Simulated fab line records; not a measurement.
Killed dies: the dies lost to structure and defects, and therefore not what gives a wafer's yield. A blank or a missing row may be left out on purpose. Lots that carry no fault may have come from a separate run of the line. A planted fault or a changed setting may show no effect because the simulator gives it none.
Split-lot experiment :: flow gf180mcu :: 27 wafers read across 5 lots, on a route 602 steps long

## THE SPLIT
At GF_M4_SPUTTER_03 (material Ti, target thk 10 nm, time 6.7 s), the setting time-s was moved away from the recipe's 6.7 s on 9 of the 27 wafers read, by -49.1% to +42.9%. The other wafers ran this setting at the recipe's value.

The reading is taken at the split's own step.

## THE READING
Ti_of_M4_SPUTTER_03.thk-nm (the simulator's own value, which no gauge read), in nm, at GF_M4_SPUTTER_03 (material Ti, target thk 10 nm, time 6.7 s). The file gives no usual value for it. The 18 wafers here that ran the recipe average 10.068 nm, standard deviation 0.12 nm.

wafer: L076.1
tool, chamber at the split: pvd-sputter-01, -
time-s as run, s: 6.7
against the recipe: recipe
Ti_of_M4_SPUTTER_03.thk-nm, nm: 9.811
against lot-mates on the recipe: -

wafer: L076.2
tool, chamber at the split: pvd-sputter-01, -
time-s as run, s: 6.7
against the recipe: recipe
Ti_of_M4_SPUTTER_03.thk-nm, nm: 9.969
against lot-mates on the recipe: -

wafer: L076.3
tool, chamber at the split: pvd-sputter-01, -
time-s as run, s: 6.7
against the recipe: recipe
Ti_of_M4_SPUTTER_03.thk-nm, nm: 10.2
against lot-mates on the recipe: -

wafer: L076.4
tool, chamber at the split: pvd-sputter-01, -
time-s as run, s: 6.7
against the recipe: recipe
Ti_of_M4_SPUTTER_03.thk-nm, nm: 10.23
against lot-mates on the recipe: -

wafer: L076.5
tool, chamber at the split: pvd-sputter-01, -
time-s as run, s: 6.7
against the recipe: recipe
Ti_of_M4_SPUTTER_03.thk-nm, nm: 9.984
against lot-mates on the recipe: -

wafer: L076.6
tool, chamber at the split: pvd-sputter-01, -
time-s as run, s: 6.7
against the recipe: recipe
Ti_of_M4_SPUTTER_03.thk-nm, nm: 9.937
against lot-mates on the recipe: -

wafer: L079.2
tool, chamber at the split: pvd-sputter-04, -
time-s as run, s: 6.7
against the recipe: recipe
Ti_of_M4_SPUTTER_03.thk-nm, nm: 10.06
against lot-mates on the recipe: -

wafer: L079.3
tool, chamber at the split: pvd-sputter-04, -
time-s as run, s: 6.7
against the recipe: recipe
Ti_of_M4_SPUTTER_03.thk-nm, nm: 9.882
against lot-mates on the recipe: -

wafer: L079.6
tool, chamber at the split: pvd-sputter-04, -
time-s as run, s: 6.7
against the recipe: recipe
Ti_of_M4_SPUTTER_03.thk-nm, nm: 9.937
against lot-mates on the recipe: -

wafer: L081.1
tool, chamber at the split: pvd-sputter-01, -
time-s as run, s: 3.413
against the recipe: -49.1%
Ti_of_M4_SPUTTER_03.thk-nm, nm: 5.372
against lot-mates on the recipe: -4.761

wafer: L081.2
tool, chamber at the split: pvd-sputter-01, -
time-s as run, s: 3.413
against the recipe: -49.1%
Ti_of_M4_SPUTTER_03.thk-nm, nm: 5.429
against lot-mates on the recipe: -4.704

wafer: L081.3
tool, chamber at the split: pvd-sputter-01, -
time-s as run, s: 3.413
against the recipe: -49.1%
Ti_of_M4_SPUTTER_03.thk-nm, nm: 5.144
against lot-mates on the recipe: -4.989

wafer: L081.4
tool, chamber at the split: pvd-sputter-01, -
time-s as run, s: 6.7
against the recipe: recipe
Ti_of_M4_SPUTTER_03.thk-nm, nm: 10.08
against lot-mates on the recipe: -

wafer: L081.5
tool, chamber at the split: pvd-sputter-01, -
time-s as run, s: 6.7
against the recipe: recipe
Ti_of_M4_SPUTTER_03.thk-nm, nm: 10.09
against lot-mates on the recipe: -

wafer: L081.6
tool, chamber at the split: pvd-sputter-01, -
time-s as run, s: 6.7
against the recipe: recipe
Ti_of_M4_SPUTTER_03.thk-nm, nm: 10.23
against lot-mates on the recipe: -

wafer: L080.1
tool, chamber at the split: pvd-sputter-01, -
time-s as run, s: 9.22
against the recipe: +37.6%
Ti_of_M4_SPUTTER_03.thk-nm, nm: 13.65
against lot-mates on the recipe: +3.523

wafer: L080.2
tool, chamber at the split: pvd-sputter-01, -
time-s as run, s: 9.22
against the recipe: +37.6%
Ti_of_M4_SPUTTER_03.thk-nm, nm: 13.72
against lot-mates on the recipe: +3.593

wafer: L080.3
tool, chamber at the split: pvd-sputter-01, -
time-s as run, s: 6.7
against the recipe: recipe
Ti_of_M4_SPUTTER_03.thk-nm, nm: 10.22
against lot-mates on the recipe: -

wafer: L080.4
tool, chamber at the split: pvd-sputter-01, -
time-s as run, s: 6.7
against the recipe: recipe
Ti_of_M4_SPUTTER_03.thk-nm, nm: 10.06
against lot-mates on the recipe: -

wafer: L080.5
tool, chamber at the split: pvd-sputter-01, -
time-s as run, s: 9.22
against the recipe: +37.6%
Ti_of_M4_SPUTTER_03.thk-nm, nm: 13.89
against lot-mates on the recipe: +3.763

wafer: L080.6
tool, chamber at the split: pvd-sputter-01, -
time-s as run, s: 6.7
against the recipe: recipe
Ti_of_M4_SPUTTER_03.thk-nm, nm: 10.1
against lot-mates on the recipe: -

wafer: L084.1
tool, chamber at the split: pvd-sputter-03, -
time-s as run, s: 9.574
against the recipe: +42.9%
Ti_of_M4_SPUTTER_03.thk-nm, nm: 14.39
against lot-mates on the recipe: +4.247

wafer: L084.2
tool, chamber at the split: pvd-sputter-03, -
time-s as run, s: 9.574
against the recipe: +42.9%
Ti_of_M4_SPUTTER_03.thk-nm, nm: 14.72
against lot-mates on the recipe: +4.577

wafer: L084.3
tool, chamber at the split: pvd-sputter-03, -
time-s as run, s: 9.574
against the recipe: +42.9%
Ti_of_M4_SPUTTER_03.thk-nm, nm: 14.44
against lot-mates on the recipe: +4.297

wafer: L084.4
tool, chamber at the split: pvd-sputter-03, -
time-s as run, s: 6.7
against the recipe: recipe
Ti_of_M4_SPUTTER_03.thk-nm, nm: 10.13
against lot-mates on the recipe: -

wafer: L084.6
tool, chamber at the split: pvd-sputter-03, -
time-s as run, s: 6.7
against the recipe: recipe
Ti_of_M4_SPUTTER_03.thk-nm, nm: 10.13
against lot-mates on the recipe: -

wafer: L084.5
tool, chamber at the split: pvd-sputter-03, -
time-s as run, s: 6.7
against the recipe: recipe
Ti_of_M4_SPUTTER_03.thk-nm, nm: 10.17
against lot-mates on the recipe: -

FIT RESULTS
A straight line over all 27 wafers: Ti_of_M4_SPUTTER_03.thk-nm changes by +0.0992 nm for each +1% of time-s; r = +1.00; the points scatter about the line by 0.15 nm.
The same after taking each lot's own level away (the mean of its wafers on the recipe; 27 wafers): +0.0989 nm for each +1%; r = +1.00; scatter 0.13 nm.
Per that fit: largest time-s move, reading shift of 4.9 nm.
The span of the lots' own levels, 9.9597 to 10.1433 nm, comes to 1.5 times the standard deviation stated above.
The two slopes agree, so the slope changes little with the lot-to-lot level.
Check: -4.87 nm against its lot-mates is what the line predicts for one of the wafers moved furthest among these (-49.1%) when that wafer is left out of the fit. Against them it came out at -4.76 nm.

## OTHER SPLITS APPLIED TO THESE WAFERS
Other splits were also applied to these wafers ahead of the reading. Each is held against what the fit with the lots' levels taken away leaves over:
other split on the same wafers: GF_DUAL_GATE_OXIDATION_15 ox-time-s
wafers away from the commonest value: 18
r with Ti_of_M4_SPUTTER_03.thk-nm (lot level and that fit taken away): +0.10

other split on the same wafers: GF_CONTACT_SPUTTER_22 time-s
wafers away from the commonest value: 9
r with Ti_of_M4_SPUTTER_03.thk-nm (lot level and that fit taken away): +0.16

other split on the same wafers: GF_M1_METAL_ETCH_16 time-s
wafers away from the commonest value: 12
r with Ti_of_M4_SPUTTER_03.thk-nm (lot level and that fit taken away): -0.27

other split on the same wafers: GF_M2_SPUTTER_00 time-s
wafers away from the commonest value: 6
r with Ti_of_M4_SPUTTER_03.thk-nm (lot level and that fit taken away): -0.18

other split on the same wafers: GF_V3_CVD_02 time-s
wafers away from the commonest value: 6
r with Ti_of_M4_SPUTTER_03.thk-nm (lot level and that fit taken away): +0.25

## FILE'S OWN FIT
Ti_of_M4_SPUTTER_03.thk-nm changes by +0.0991 nm for each +1% of time-s, r = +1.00.
